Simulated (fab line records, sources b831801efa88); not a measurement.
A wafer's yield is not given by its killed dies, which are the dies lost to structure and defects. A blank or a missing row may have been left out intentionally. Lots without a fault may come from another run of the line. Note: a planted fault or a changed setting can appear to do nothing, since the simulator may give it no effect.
The tool behind it: which one? | flow gf180mcu | Sampling: 14 lots, 42 wafers, 5 of 602 route steps

## WHAT THE GAUGES READ, wafer by wafer
GF_M5_OVL_MEAS_08. Usual: M5_OVL typically reads 4 nm, with standard deviation 5.4.
lot  | measured     | on         | M5_OVL (nm) | flag
L521 | day 26 08:44 | overlay-02 | -5 0 -2     | 
L523 | day 27 01:17 | overlay-01 | 10 -1 5     | 
L525 | day 28 02:34 | overlay-01 | 1 0 4       | 
L526 | day 28 08:47 | overlay-02 | 5 1 0       | 
L527 | day 28 15:44 | overlay-01 | 3 10 7      | 
L528 | day 28 22:02 | overlay-01 | 4 5 6       | 
L534 | day 30 18:38 | overlay-01 | 8 10 11     | 
L536 | day 31 05:43 | overlay-01 | 6 11 11     | 
L537 | day 31 14:49 | overlay-01 | 7 18 17     | 
L538 | day 31 18:52 | overlay-01 | 2 6 12      | 
L539 | day 31 20:35 | overlay-02 | 1 0 0       | 
L540 | day 32 02:07 | overlay-02 | 10 12 13    | 
L541 | day 32 06:20 | overlay-01 | 3 8 3       | 
L543 | day 32 17:59 | overlay-01 | -7 -2 2     | 

GF_V5_RS_MEAS_24: measures by four-point-probe. Usual: V5_W_RS typically reads 0.325 ohm/sq, with standard deviation 0.0038.
lot  | measured     | on           | V5_W_RS (ohm/sq)     | flag
L521 | day 27 07:23 | filmMetro-02 | 0.329 0.321 0.322    | 
L523 | day 27 23:03 | filmMetro-03 | 0.323 0.330 0.323    | 
L525 | day 29 01:03 | filmMetro-02 | 0.320 0.322 0.322    | 
L526 | day 29 07:31 | filmMetro-02 | 0.325 0.325 0.327    | 
L527 | day 29 12:55 | filmMetro-02 | 44.020 43.244 43.704 | OFF
L528 | day 29 18:58 | filmMetro-02 | 43.321 43.315 43.536 | OFF
L534 | day 31 14:34 | filmMetro-02 | 0.329 0.332 0.328    | 
L536 | day 32 01:32 | filmMetro-03 | 0.326 0.322 0.323    | 
L537 | day 32 10:14 | filmMetro-03 | 0.325 0.324 0.326    | 
L538 | day 32 13:58 | filmMetro-04 | 0.328 0.332 0.329    | 
L539 | day 32 15:31 | filmMetro-02 | 0.324 0.327 0.324    | 
L540 | day 32 21:03 | filmMetro-02 | 0.320 0.321 0.323    | 
L541 | day 33 01:16 | filmMetro-03 | 0.321 0.320 0.321    | 
L543 | day 33 12:30 | filmMetro-04 | 0.327 0.325 0.325    | 

GF_V5_THK_MEAS_25: measures by xrf. Usual: V5_W_THK typically reads 347 nm, with standard deviation 6.5.
lot  | measured     | on           | V5_W_THK (nm) | flag
L521 | day 27 07:29 | filmMetro-02 | 347 355 355   | 
L523 | day 27 23:09 | filmMetro-03 | 350 342 351   | 
L525 | day 29 01:09 | filmMetro-02 | 358 355 357   | 
L526 | day 29 07:37 | filmMetro-02 | 353 353 351   | 
L527 | day 29 13:02 | filmMetro-02 | <0 <0 <0      | OFF
L528 | day 29 19:03 | filmMetro-02 | <0 <0 <0      | OFF
L534 | day 31 14:41 | filmMetro-02 | 349 346 350   | 
L536 | day 32 01:40 | filmMetro-03 | 343 349 348   | 
L537 | day 32 10:20 | filmMetro-03 | 343 345 342   | 
L538 | day 32 14:05 | filmMetro-04 | 336 333 335   | 
L539 | day 32 15:37 | filmMetro-02 | 355 349 355   | 
L540 | day 32 21:10 | filmMetro-02 | 357 354 355   | 
L541 | day 33 01:23 | filmMetro-03 | 352 351 350   | 
L543 | day 33 12:36 | filmMetro-04 | 341 344 343   | 

## WHAT TOOL EACH LOT RAN ON (gives the tool, then ch and the chambers of the sampled wafers, and finally the start)
lot  | GF_M5_METAL_ETCH_10              | GF_V5_CVD_23
L521 | rieMetal-03 ch 0,1, day 26 08:47 | cvdW-02 ch 0,1, day 27 07:15
L523 | rieMetal-01 ch 0, day 27 01:25   | cvdW-02 ch 0,1, day 27 22:56
L525 | rieMetal-01 ch 1, day 28 02:41   | cvdW-01 ch 0,1, day 29 00:56
L526 | rieMetal-01 ch 1, day 28 08:56   | cvdW-02 ch 0,1, day 29 07:23
L527 | rieMetal-03 ch 1, day 28 15:49   | cvdW-02 ch 0, day 29 12:47
L528 | rieMetal-01 ch 0,1, day 28 22:07 | cvdW-01 ch 0,1, day 29 18:50
L534 | rieMetal-01 ch 0,1, day 30 18:41 | cvdW-01 ch 0,1, day 31 14:26
L536 | rieMetal-04 ch 0, day 31 05:47   | cvdW-02 ch 0,1, day 32 01:26
L537 | rieMetal-04 ch 0,1, day 31 14:54 | cvdW-02 ch 0,1, day 32 10:07
L538 | rieMetal-01 ch 0,1, day 31 18:56 | cvdW-01 ch 0,1, day 32 13:51
L539 | rieMetal-01 ch 0,1, day 31 20:40 | cvdW-02 ch 0,1, day 32 15:25
L540 | rieMetal-01 ch 0,1, day 32 02:11 | cvdW-02 ch 0,1, day 32 20:56
L541 | rieMetal-03 ch 0,1, day 32 06:23 | cvdW-02 ch 0,1, day 33 01:08
L543 | rieMetal-03 ch 0,1, day 32 18:04 | cvdW-01 ch 0,1, day 33 12:23
- GF_M5_METAL_ETCH_10: etches the open film in Cl2/BCl3, stops on SiO2, target depth 627.5 nm, time 104.6 s.
- GF_V5_CVD_23: deposits W, target thk 350 nm, time 104.9 s.

## WHAT THE TOOLS THEMSELVES READ (means of the sampled wafers that have a number; where no wafer has one, the mark that the record gives instead)
GF_M5_METAL_ETCH_10. Usual: drypumpMotorCurrentA 5.9 A, standard deviation 0.4; oesProductAu 0.973 a.u., standard deviation 0.0067; throttleValvePct 28.248 %, standard deviation 0.011.
lot  | tool        | drypumpMotorCurrentA (A) | oesProductAu (a.u.) | throttleValvePct (%) | flag
L521 | rieMetal-03 | 5.8                      | 0.972               | 28.248               | 
L523 | rieMetal-01 | 6.1                      | 0.975               | 28.247               | 
L525 | rieMetal-01 | 6.4                      | 0.976               | 28.241               | 
L526 | rieMetal-01 | 6.4                      | 0.971               | 28.239               | 
L527 | rieMetal-03 | 5.8                      | 0.965               | 28.264               | 
L528 | rieMetal-01 | 6.2                      | 0.971               | 28.241               | 
L534 | rieMetal-01 | 6.2                      | 0.981               | 28.240               | 
L536 | rieMetal-04 | 5.2                      | 0.976               | 28.245               | 
L537 | rieMetal-04 | 5.4                      | 0.982               | 28.251               | 
L538 | rieMetal-01 | 6.2                      | 0.969               | 28.243               | 
L539 | rieMetal-01 | 6.3                      | 0.969               | 28.242               | 
L540 | rieMetal-01 | 6.3                      | 0.972               | 28.262               | 
L541 | rieMetal-03 | 5.8                      | 0.969               | 28.250               | 
L543 | rieMetal-03 | 5.8                      | 0.971               | 28.252               | 

GF_V5_CVD_23. Usual: chamberPressureTorr 39.99 Torr, standard deviation 0.083; heaterPowerOuterW 535 W, standard deviation 39; heaterPowerW 839 W, standard deviation 48; susceptorTempC 399.95 C, standard deviation 0.24.
lot  | tool    | chamberPressureTorr (Torr) | heaterPowerOuterW (W) | heaterPowerW (W) | susceptorTempC (C) | flag
L521 | cvdW-02 | 40.01                      | 540                   | 835              | 400.34             | 
L523 | cvdW-02 | 39.93                      | 537                   | 845              | 400.08             | 
L525 | cvdW-01 | 40.00                      | 558                   | 860              | 399.99             | 
L526 | cvdW-02 | 39.95                      | 533                   | 839              | 399.80             | 
L527 | cvdW-02 | -                          | -                     | -                | -                  | OFF
L528 | cvdW-01 | -                          | -                     | -                | -                  | OFF
L534 | cvdW-01 | 39.90                      | 554                   | 881              | 400.03             | 
L536 | cvdW-02 | 39.97                      | 538                   | 850              | 399.87             | 
L537 | cvdW-02 | 39.90                      | 517                   | 803              | 399.80             | 
L538 | cvdW-01 | 40.06                      | 561                   | 874              | 400.04             | 
L539 | cvdW-02 | 39.97                      | 547                   | 837              | 399.73             | 
L540 | cvdW-02 | 40.03                      | 511                   | 798              | 400.28             | 
L541 | cvdW-02 | 39.98                      | 519                   | 810              | 400.13             | 
L543 | cvdW-01 | 39.89                      | 562                   | 886              | 400.07             | 

## THE ANSWER, worked out from the rows above alone
Rule: lot off if the mean of its wafers having a number is beyond 3 standard deviations from the usual mean. A lot without any number at a reading at which 4 lots or more have one is off too. Any other lot the step has rows for is counted as sound. Order of review: gauges by route order, followed by the tools' own readings, for which a lot's mean as printed above is used. The first step at which some lot is off is used, and at that step the reading that is off furthest; a lot without a number counts as furthest.
Off: L527, L528, seen at GF_V5_RS_MEAS_24 (V5_W_RS).
A tool fits if, at a process step before that reading, it ran every lot that is off, and no sound lot after the first of them. The gauges at GF_V5_RS_MEAS_24 aren't tried: what is off there is off at GF_V5_CVD_23 too, on other tools, and a gauge's error can't cause that. No candidate that was tried fits.

## WHAT HAD BEEN PUT IN BY THE SIMULATOR
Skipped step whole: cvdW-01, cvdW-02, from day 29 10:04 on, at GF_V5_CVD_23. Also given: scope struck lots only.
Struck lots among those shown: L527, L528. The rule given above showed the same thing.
